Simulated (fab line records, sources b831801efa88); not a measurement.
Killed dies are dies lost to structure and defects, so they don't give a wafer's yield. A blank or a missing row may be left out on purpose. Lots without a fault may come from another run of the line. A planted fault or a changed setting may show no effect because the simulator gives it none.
fab line records | flow sky130
record lots=5 wafers=15 last_day=50
route steps=708 shown VIA4@653 METAL5@661 PASSIVATION@681 PAD_OPEN@694
lots that met no fault: from a run of the same line without faults
start_h: hours from the record's first day to the start of the lot's first wafer shown | wait_h: hours since the lot's step before | " the same as in the row above | L1.1+2: a row that stands for several wafers | - no value, or no start given | * or withheld: withheld | < > ~ a bound
route shown NAME@n: a module of which the file shows steps, and the number in the route of the first | usual: mean/standard deviation of fault-free wafers | same: alike in all rows | chamber/n: place in a boat | sites: the reading at each site | _std_site: their standard deviation | _edge_site: outer sites' mean less inner sites' | radius_mm: how far each site lies from the wafer's centre | mask NAME#n: copy n | behind: the tool/chamber that last shaped the wafer | hold: why the lot was held/for how many hours/how that ended | device: the transistor (n, p or np) that didn't switch | end of line: the same wafers' tests at the end of the route | a step without rows: its recipe alone | killed: dies lost to structure and defects at the first sort, not the wafer's yield | map: a wafer's dies, x killed, . not, _ none there
set.NAME: the setting as run; set.NAME@STEP: as run at that earlier step | model.NAME: the simulator's own value behind a step, which no gauge read
lots at some steps of the route; a table a step, a row a wafer
services: from which hour (start_h, from the record's first day; less than 0 if before it) a tool's chamber was out of use, for how many hours, and why
## steps
# step SKY_VIA4_STRIP_14
# recipe chemistry=post_etch_residue_remover time_s=1200 temp_c=72.5
# step SKY_VIA4_CLEAN_15
# recipe chemistry=IPA time_s=180 temp_c=25
# step SKY_VIA4_CLEAN_16
# recipe chemistry=O3/DIW dry=n2_spin
# step SKY_VIA4_SPUTTER_17
# recipe material=TiN target_thk_nm=20 chamber_pressure_pa=5 power_w=4000 time_s=80
# step SKY_VIA4_CVD_18
# recipe material=W target_thk_nm=505 time_s=152.14 temp_c=400 pressure_torr=40
# usual heater_power_w=759/79
# columns lot.wafer tool chamber start_h wait_h heater_power_w
L506.2 cvd_w-01 1 998.59 0.0 676
L506.3 " 1 " " 690
L506.5 " 0 " " 828
L508.1 cvd_w-01 1 1019.18 0.0 689
L508.2 " 0 " " 851
L508.4 " 1 " " 682
L511.4 cvd_w-01 0 1045.70 0.1 844
L511.5 " 1 " " 699
L511.6 " 0 " " 858
L525.1 cvd_w-02 0 1128.32 0.0 684
L525.3 " 0 " " 704
L525.4 " 0 " " 682
L529.3 cvd_w-01 0 1146.42 0.1 869
L529.4 " 1 " " 694
L529.6 " 0 " " 881
# step SKY_VIA4_RS_MEAS_19
# recipe thk_meas_gauge=four-point-probe reads=W_of_VIA4_CVD_18+TiN_of_VIA4_SPUTTER_17
# usual VIA4_W_RS=0.2274/0.0024
# columns lot.wafer tool chamber start_h wait_h VIA4_W_RS[ohm/sq]
L506.2 film_metro-02 - 998.76 0.1 0.2275
L506.3 " - " " 0.2280
L506.5 " - " " 0.2259
L508.1 film_metro-02 - 1019.33 0.1 0.2250
L508.2 " - " " 0.2278
L508.4 " - " " 0.2266
L511.4 film_metro-02 - 1045.86 0.1 0.2274
L511.5 " - " " 0.2268
L511.6 " - " " 0.2266
L525.1 film_metro-01 - 1128.62 0.3 0.2303
L525.3 " - " " 0.2298
L525.4 " - " " 0.2293
L529.3 film_metro-01 - 1146.56 0.1 0.2296
L529.4 " - " " 0.2280
L529.6 " - " " 0.2311
# step SKY_VIA4_THK_MEAS_20
# recipe thk_meas_gauge=xrf reads=W_of_VIA4_CVD_18
# usual VIA4_W_THK=501/6
# columns lot.wafer tool chamber start_h wait_h VIA4_W_THK[nm]
L506.2 film_metro-02 - 998.87 0.1 497
L506.3 " - " " 500
L506.5 " - " " 503
L508.1 film_metro-02 - 1019.45 0.1 505
L508.2 " - " " 499
L508.4 " - " " 500
L511.4 film_metro-02 - 1045.95 0.1 497
L511.5 " - " " 497
L511.6 " - " " 496
L525.1 film_metro-01 - 1128.74 0.1 495
L525.3 " - " " 493
L525.4 " - " " 494
L529.3 film_metro-01 - 1146.66 0.1 493
L529.4 " - " " 498
L529.6 " - " " 491
# step SKY_VIA4_CMP_21
# recipe stop_on=SiO2 t_overpolish_s=25 down_force_psi=3.5 platen_rpm=60 target_thk_nm=0 pad_velocity_m_s=0.94248
# usual head_pressure_psi=3.500/0.0085 motor_current_A=11.5/1.3 overpolish_run_s=25.000/0.0086 time_to_endpoint_s=119/4
# columns lot.wafer tool chamber start_h wait_h head_pressure_psi motor_current_A overpolish_run_s time_to_endpoint_s
L506.3 cmp-02 1 998.92 0.0 3.515 12.8 25.019 117
L506.2 " 3 " " 3.497 12.5 25.005 122
L506.5 " 1 " " 3.522 11.6 25.004 114
L508.2 cmp-01 0 1019.56 0.1 3.506 13.4 25.001 118
L508.4 " 1 " " 3.496 8.6 24.987 121
L508.1 " 2 " " 3.501 12.2 24.997 118
L511.4 cmp-01 0 1046.13 0.2 3.481 12.4 25.004 118
L511.6 " 1 " " 3.504 8.5 25.005 123
L511.5 " 2 " " 3.491 12.2 24.993 119
L525.4 cmp-01 1 1128.80 0.0 3.498 8.3 24.997 116
L525.1 " 3 " " 3.494 10.6 25.015 117
L525.3 " 0 " " 3.502 12.4 25.005 110
L529.3 cmp-02 1 1146.80 0.1 3.507 12.2 24.993 114
L529.4 " 2 " " 3.507 11.3 25.013 116
L529.6 " 3 " " 3.499 12.9 25.007 113
# step SKY_METAL5_SPUTTER_00
# recipe material=Ti target_thk_nm=15 power_w=3000 time_s=10 chamber_pressure_pa=0.4
# usual throttle_valve_pct=30.2/0.57
# columns lot.wafer tool chamber start_h wait_h throttle_valve_pct
L506.2 pvd_sputter-01 - 999.22 0.1 30.2
L506.3 " - " " 29.6
L506.5 " - " " 29.6
L508.1 pvd_sputter-01 - 1019.81 0.1 29.4
L508.2 " - " " 31.7
L508.4 " - " " 30.2
L511.4 pvd_sputter-02 - 1046.28 0.1 30.2
L511.5 " - " " 30.0
L511.6 " - " " 29.6
L525.1 pvd_sputter-01 - 1129.10 0.1 30.2
L525.3 " - " " 29.3
L525.4 " - " " 29.4
L529.3 pvd_sputter-03 - 1147.00 0.1 30.6
L529.4 " - " " 30.8
L529.6 " - " " 30.5
# step SKY_METAL5_SPUTTER_01
# recipe material=TiN target_thk_nm=20 power_w=6500 time_s=16.7 chamber_pressure_pa=0.4
# step SKY_METAL5_SPUTTER_02
# recipe material=AlCu target_thk_nm=1150 power_w=10600 time_s=61.2 chamber_pressure_pa=0.4
# step SKY_METAL5_SPUTTER_03
# recipe material=Ti target_thk_nm=5 power_w=3000 time_s=3.3 chamber_pressure_pa=0.4
# usual throttle_valve_pct=30.2/0.56
# columns lot.wafer tool chamber start_h wait_h throttle_valve_pct
L506.2 pvd_sputter-01 - 999.32 0.0 30.0
L506.3 " - " " 29.6
L506.5 " - " " 29.5
L508.1 pvd_sputter-01 - 1019.91 0.0 29.7
L508.2 " - " " 31.6
L508.4 " - " " 30.2
L511.4 pvd_sputter-02 - 1046.38 0.0 30.2
L511.5 " - " " 30.0
L511.6 " - " " 30.0
L525.1 pvd_sputter-01 - 1129.20 0.0 30.1
L525.3 " - " " 29.7
L525.4 " - " " 29.6
L529.3 pvd_sputter-03 - 1147.10 0.0 30.8
L529.4 " - " " 30.9
L529.6 " - " " 30.5
# step SKY_METAL5_SPUTTER_04
# recipe material=TiN target_thk_nm=70 power_w=6500 time_s=58.3 chamber_pressure_pa=0.4
# usual throttle_valve_pct=30.2/0.58
# columns lot.wafer tool chamber start_h wait_h throttle_valve_pct model.TiN_of_METAL5_SPUTTER_04.thk_nm
L506.2 pvd_sputter-01 - 999.34 0.0 30.1 69.67
L506.3 " - " " 30.0 69.78
L506.5 " - " " 29.8 70.08
L508.1 pvd_sputter-01 - 1019.93 0.0 29.6 70.94
L508.2 " - " " 31.9 69.63
L508.4 " - " " 30.4 70.4
L511.4 pvd_sputter-02 - 1046.40 0.0 30.0 70.8
L511.5 " - " " 30.1 70.42
L511.6 " - " " 29.8 69.86
L525.1 pvd_sputter-01 - 1129.22 0.0 29.9 69.78
L525.3 " - " " 29.8 69.67
L525.4 " - " " 29.6 38.84
L529.3 pvd_sputter-03 - 1147.12 0.0 30.4 70.15
L529.4 " - " " 30.6 68.7
L529.6 " - " " 30.7 69.84
# step SKY_METAL5_RS_MEAS_05
# recipe thk_meas_gauge=four-point-probe reads=TiN_of_METAL5_SPUTTER_04+Ti_of_METAL5_SPUTTER_03+AlCu_of_METAL5_SPUTTER_02+TiN_of_METAL5_SPUTTER_01+Ti_of_METAL5_SPUTTER_00
# usual METAL5_ALCU_RS=0.02724/0.00026
# columns lot.wafer tool chamber start_h wait_h hold METAL5_ALCU_RS[ohm/sq]
L506.2 film_metro-03 - 999.41 0.0 - 0.02748
L506.3 " - " " - 0.02726
L506.5 " - " " - 0.02732
L508.1 film_metro-01 - 1019.99 0.0 - 0.02737
L508.2 " - " " - 0.02717
L508.4 " - " " - 0.02749
L511.4 film_metro-01 - 1046.51 0.1 - 0.02717
L511.5 " - " " - 0.02715
L511.6 " - " " - 0.02753
L525.1 film_metro-03 - 1129.27 0.0 await_dispo/0.2h/release 0.02758
L525.3 " - " " await_dispo/0.2h/release 0.02741
L525.4 " - " " await_dispo/0.2h/release 0.02766
L525.1 film_metro-03 - 1129.55 0.3 - 0.02761
L525.3 " - " " - 0.02738
L525.4 " - " " - 0.02762
L529.3 film_metro-01 - 1147.21 0.1 - 0.02656
L529.4 " - " " - 0.02705
L529.6 " - " " - 0.02652
# step SKY_METAL5_THK_MEAS_06
# recipe thk_meas_gauge=xrf reads=AlCu_of_METAL5_SPUTTER_02
# usual METAL5_ALCU_THK=1143/12
# columns lot.wafer tool chamber start_h wait_h hold METAL5_ALCU_THK[nm]
L506.2 film_metro-03 - 999.52 0.1 - 1127
L506.3 " - " " - 1142
L506.5 " - " " - 1136
L508.1 film_metro-01 - 1020.11 0.1 - 1134
L508.2 " - " " - 1150
L508.4 " - " " - 1131
L511.4 film_metro-01 - 1046.60 0.1 - 1155
L511.5 " - " " - 1149
L511.6 " - " " - 1134
L525.1 film_metro-03 - 1132.79 3.2 await_dispo/0.2h/release 1127
L525.3 " - " " await_dispo/0.2h/release 1129
L525.4 " - " " await_dispo/0.2h/release 1209
L525.1 film_metro-03 - 1133.02 0.2 - 1129
L525.3 " - " " - 1135
L525.4 " - " " - 1209
L529.3 film_metro-01 - 1147.31 0.1 - 1172
L529.4 " - " " - 1156
L529.6 " - " " - 1171
# step SKY_METAL5_HMDS_08
# recipe prime_time_s=60 prime_temp_c=120
# step SKY_METAL5_COAT_09
# recipe resist=NOVOLAK spin_rpm=3000 resist_thk_nm=1800
# step SKY_METAL5_SOFTBAKE_10
# recipe temp_c=90 time_s=60 resist=NOVOLAK
# step SKY_METAL5_EXPOSE_11
# recipe mask_id=MM5 na=0.6 source_shape=conventional sigma_outer=0.6 polarization=unpolarized target_cd_nm=1600 dose_mj=190
# step SKY_METAL5_PEB_12
# recipe temp_c=withheld time_s=* resist=NOVOLAK
# step SKY_METAL5_DEVELOP_13
# recipe resist=NOVOLAK developer=TMAH develop_time_s=60 dev_temp_c=23
# step SKY_METAL5_DESCUM_14
# recipe chemistry=O2 source_power_w=150 bias_power_w=0 pressure_mtorr=10 temp_c=40 time_s=11
# usual drypump_motor_current_A=5.84/0.26 oes_product_au=0.998/0.009
# columns lot.wafer tool chamber start_h wait_h drypump_motor_current_A oes_product_au rf_hours_counter_h
L506.2 rie_metal-03 1 1022.66 0.1 6.45 0.989 10
L506.3 " 0 " " 5.58 0.997 -
L506.5 " 1 " " 6.45 0.985 -
L508.1 rie_metal-04 1 1042.35 0.1 5.67 0.996 14
L508.2 " 0 " " 5.71 1.009 24
L508.4 " 1 " " 5.68 1.001 -
L511.4 rie_metal-03 1 1068.51 0.1 6.46 1.002 -
L511.5 " 0 " " 5.57 0.999 -
L511.6 " 1 " " 6.48 0.994 -
L525.1 rie_metal-04 1 1147.70 0.1 5.69 1.007 24
L525.3 " 0 " " 5.69 0.998 -
L525.4 " 1 " " 5.66 0.997 -
L529.3 rie_metal-04 1 1164.07 0.1 5.71 1.008 -
L529.4 " 0 " " 5.71 1.005 -
L529.6 " 1 " " 5.68 0.994 -
# step SKY_METAL5_METAL_ETCH_15
# recipe target_depth_a=12600 stop_on=SiO2 over_etch_frac=0.2 time_s=252 chemistry=Cl2/BCl3 resist_sidewall_deg=86 pressure_mtorr=10 icp_w=900 bias_w=48.5 Cl2_flow_sccm=60 bcl3_flow_sccm=30
# step SKY_METAL5_STRIP_16
# recipe chemistry=O2/N2 power_w=1400 pressure_mtorr=1500 platen_temp_c=withheld o2_flow_sccm=3000 n2_flow_sccm=300 overash_fraction=0.5
# step SKY_METAL5_STRIP_17
# recipe chemistry=post_etch_residue_remover time_s=1200 temp_c=72.5
# columns lot.wafer tool chamber start_h wait_h model.TiN_of_METAL5_SPUTTER_04.thk_nm
L506.2 wet_bench-01 0 1023.03 0.1 69.26
L506.3 " 0 " " 69.36
L506.5 " 0 " " 69.67
L508.1 wet_bench-03 0 1042.72 0.1 70.52
L508.2 " 0 " " 69.21
L508.4 " 0 " " 69.98
L511.4 wet_bench-01 0 1068.87 0.0 70.38
L511.5 " 0 " " 70.01
L511.6 " 0 " " 69.44
L525.1 wet_bench-01 0 1148.07 0.1 69.36
L525.3 " 0 " " 69.25
L525.4 " 0 " " 38.42
L529.3 wet_bench-03 1 1164.51 0.0 69.74
L529.4 " 1 " " 68.27
L529.6 " 1 " " 69.42
# step SKY_METAL5_CLEAN_18
# recipe chemistry=IPA time_s=180 temp_c=25
# step SKY_METAL5_CLEAN_19
# recipe chemistry=O3/DIW dry=n2_spin
# step SKY_PASSIVATION_CVD_00
# recipe material=SiO2 target_thk_nm=90 temp_c=400 time_s=withheld rf_w=600
# step SKY_PASSIVATION_THK_MEAS_01
# recipe reads=SiO2_of_PASSIVATION_CVD_00
# usual PASSIVATION_CVD_00_THK=90.3/1.2
# columns lot.wafer tool chamber start_h wait_h PASSIVATION_CVD_00_THK[nm]
L506.2 film_metro-02 - 1023.61 - 87.4
L506.3 " - " " 90.9
L506.5 " - " " 90.8
L508.1 film_metro-04 - 1043.52 - 89.2
L508.2 " - " " 90.7
L508.4 " - " " 91.5
L511.4 film_metro-03 - 1069.45 - 91.0
L511.5 " - " " 89.6
L511.6 " - " " 93.0
L525.1 film_metro-03 - 1148.67 - 89.5
L525.3 " - " " 89.4
L525.4 " - " " 89.1
L529.3 film_metro-02 - 1165.06 - 89.3
L529.4 " - " " 91.2
L529.6 " - " " 92.2
# step SKY_PASSIVATION_CVD_02
# recipe material=Si3N4 target_thk_nm=540 temp_c=400 time_s=withheld rf_w=450
# step SKY_PASSIVATION_THK_MEAS_03
# recipe reads=Si3N4_of_PASSIVATION_CVD_02
# usual PASSIVATION_CVD_02_THK=538/8
# columns lot.wafer tool chamber start_h wait_h PASSIVATION_CVD_02_THK[nm]
L506.2 film_metro-02 - 1023.89 - 532
L506.3 " - " " 542
L506.5 " - " " 534
L508.1 film_metro-04 - 1043.80 - 532
L508.2 " - " " 535
L508.4 " - " " 543
L511.4 film_metro-04 - 1069.79 - 537
L511.5 " - " " 539
L511.6 " - " " 556
L525.1 film_metro-04 - 1148.95 - 538
L525.3 " - " " 549
L525.4 " - " " 548
L529.3 film_metro-04 - 1165.34 - 527
L529.4 " - " " 536
L529.6 " - " " 537
# step SKY_PASSIVATION_DEHYDRATE_04
# recipe temp_c=200 time_s=60
# step SKY_PASSIVATION_HMDS_05
# recipe prime_time_s=60 prime_temp_c=120
# step SKY_PASSIVATION_COAT_06
# recipe spin_rpm=2000 resist_thk_nm=3000
# step SKY_PASSIVATION_SOFTBAKE_07
# recipe temp_c=110 time_s=withheld
# step SKY_PASSIVATION_EXPOSE_08
# recipe mask_id=NSM target_cd_nm=3000 na=0.57 dose_mj=260
# step SKY_PASSIVATION_PEB_09
# recipe temp_c=115 time_s=withheld
# step SKY_PASSIVATION_DEVELOP_10
# recipe develop_time_s=60 dev_temp_c=23
# step SKY_PASSIVATION_ETCH_11
# recipe chemistry=CF4/O2 target_depth_nm=725 stop_on=AlCu source_w=800 bias_w=150 pressure_mtorr=150 cf4_flow_sccm=80 O2_flow_sccm=10 time_s=161.1
# usual drypump_motor_current_A=5.6/0.52 oes_product_au=0.977/0.0076 throttle_valve_pct=5.964/0.009
# columns lot.wafer tool chamber start_h wait_h drypump_motor_current_A oes_product_au rf_hours_counter_h throttle_valve_pct model.PASSIVATION.feature_depth_nm
L506.2 rie_diel-02 2 1046.31 - 5.7 0.962 26 5.965 694
L506.3 " 0 " " 5.8 0.986 16 5.963 706.9
L506.5 " 3 " " 5.1 0.972 - 5.957 699.3
L508.1 rie_diel-02 2 1064.83 - 5.7 0.967 27 5.950 696.6
L508.2 " 3 " " 5.1 0.978 28 5.964 699.6
L508.4 " 2 " " 5.7 0.982 - 5.968 709.5
L511.4 rie_diel-04 2 1090.35 - 6.6 0.977 14 5.945 703
L511.5 " 1 " " 5.6 0.978 - 5.958 703.4
L511.6 " 0 " " 4.8 0.981 - 5.975 710.3
L525.1 rie_diel-03 3 1166.25 - 6.0 0.981 18 5.965 702.3
L525.3 " 0 " " 5.8 0.989 16 5.976 712.4
L525.4 " 2 " " 4.8 0.964 15 5.960 680.5
L529.3 rie_diel-02 1 1180.98 - 5.4 0.958 9 5.951 691.1
L529.4 " 2 " " 5.7 0.973 32 5.964 700.3
L529.6 " 2 " " 5.6 0.978 - 5.970 702.9
# step SKY_PASSIVATION_STRIP_12
# recipe chemistry=O2/N2 power_w=1400 pressure_mtorr=1500 platen_temp_c=withheld overash_fraction=0.7 o2_flow_sccm=3000 n2_flow_sccm=300
# step SKY_PAD_OPEN_DEHYDRATE_00
# recipe temp_c=200 time_s=60
# step SKY_PAD_OPEN_ETCH_07
# recipe chemistry=CF4/O2 target_depth_nm=725 stop_on=AlCu source_w=800 bias_w=150 pressure_mtorr=150 cf4_flow_sccm=80 O2_flow_sccm=10 time_s=161.1
# usual drypump_motor_current_A=5.6/0.41 oes_product_au=0.976/0.008 throttle_valve_pct=5.964/0.0091
# columns lot.wafer tool chamber start_h wait_h drypump_motor_current_A oes_product_au rf_hours_counter_h throttle_valve_pct model.PAD_OPEN.feature_depth_nm
L506.2 rie_diel-01 2 1068.11 - 6.4 0.968 29 5.961 694
L506.3 " 0 " " 5.5 0.983 20 5.980 706.9
L506.5 " 2 " " 6.4 0.975 - 5.971 699.3
L508.1 rie_diel-01 0 1085.35 - 5.5 0.977 20 5.963 696.6
L508.2 " 1 " " 6.1 0.976 2 5.984 699.6
L508.4 " 2 " " 6.4 0.981 29 5.965 709.5
L511.4 rie_diel-03 0 1111.36 - 5.8 0.983 14 5.970 703
L511.5 " 2 " " 4.9 0.974 - 5.963 703.4
L511.6 " 3 " " 5.9 0.993 - 5.972 723.9
L525.1 rie_diel-02 1 1182.96 - 5.4 0.981 9 5.967 702.3
L525.3 " 0 " " 5.8 0.989 21 5.966 712.4
L525.4 " 3 " " 5.1 0.961 33 5.968 680.5
L529.3 rie_diel-01 2 1196.88 - 6.4 0.965 1 5.955 691.1
L529.4 " 1 " " 6.2 0.970 6 5.955 700.3
L529.6 " 3 " " 5.5 0.982 - 5.965 702.9
## services
# columns tool chamber start_h hours kind
rie_diel-02 3 975.59 6.5 repair
rie_metal-03 1 980.45 8.3 repair
rie_metal-03 - 983.64 14.6 pm
cmp-01 - 984.11 5.5 repair
cmp-02 - 994.94 0.5 repair
wet_bench-01 - 995.77 2.0 repair
rie_diel-02 - 998.64 4.3 pm
pvd_sputter-01 - 1000.17 5.3 repair
rie_metal-04 0 1001.31 3.9 repair
rie_diel-03 - 1002.20 2.8 pm
rie_diel-03 1 1008.56 5.7 repair
cmp-01 - 1012.44 4.8 pm
cmp-02 - 1025.75 2.5 repair
rie_diel-01 0 1047.13 11.6 repair
rie_diel-02 0 1078.39 1.9 repair
cmp-01 - 1084.26 4.0 pm
rie_metal-04 1 1107.58 4.5 repair
cvd_w-01 - 1109.06 2.1 repair
rie_diel-02 0 1111.34 10.0 repair
cmp-01 - 1119.95 0.5 repair
rie_diel-02 3 1134.14 4.6 repair
rie_diel-02 0 1157.68 9.3 repair
cvd_w-01 - 1171.59 2.8 pm
rie_diel-02 0 1171.87 7.1 repair
## key
first_sign step=SKY_METAL5_RS_MEAS_05 reading=visit direction=added
effect step=SKY_METAL5_THK_MEAS_06 reading=visit direction=added
effect step=SKY_METAL5_THK_MEAS_06 reading=METAL5_ALCU_THK direction=up sigmas=5.5 usual=1143 struck=1209
model_effect step=SKY_METAL5_SPUTTER_04 value=TiN_of_METAL5_SPUTTER_04.thk_nm without=69.57 struck=38.84
model_effect step=SKY_METAL5_STRIP_17 value=TiN_of_METAL5_SPUTTER_04.thk_nm without=69.15 struck=38.42
model_effect step=SKY_PASSIVATION_ETCH_11 value=PASSIVATION.feature_depth_nm without=711.3 struck=680.5
model_effect step=SKY_PAD_OPEN_ETCH_07 value=PAD_OPEN.feature_depth_nm without=711.3 struck=680.5
met_at SKY_METAL5_SPUTTER_04
struck_wafers L525.4
onset_between 1019.93 1129.22
fault kind=process_parameter_drift tool=pvd_sputter-01 chamber=- onset_h=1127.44 steps=SKY_METAL5_SPUTTER_04 channel=target_thk_nm offset=-30.731 shape=step end_h=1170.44 scope=struck_wafers_only acts_in=these_recipes_only stated=70
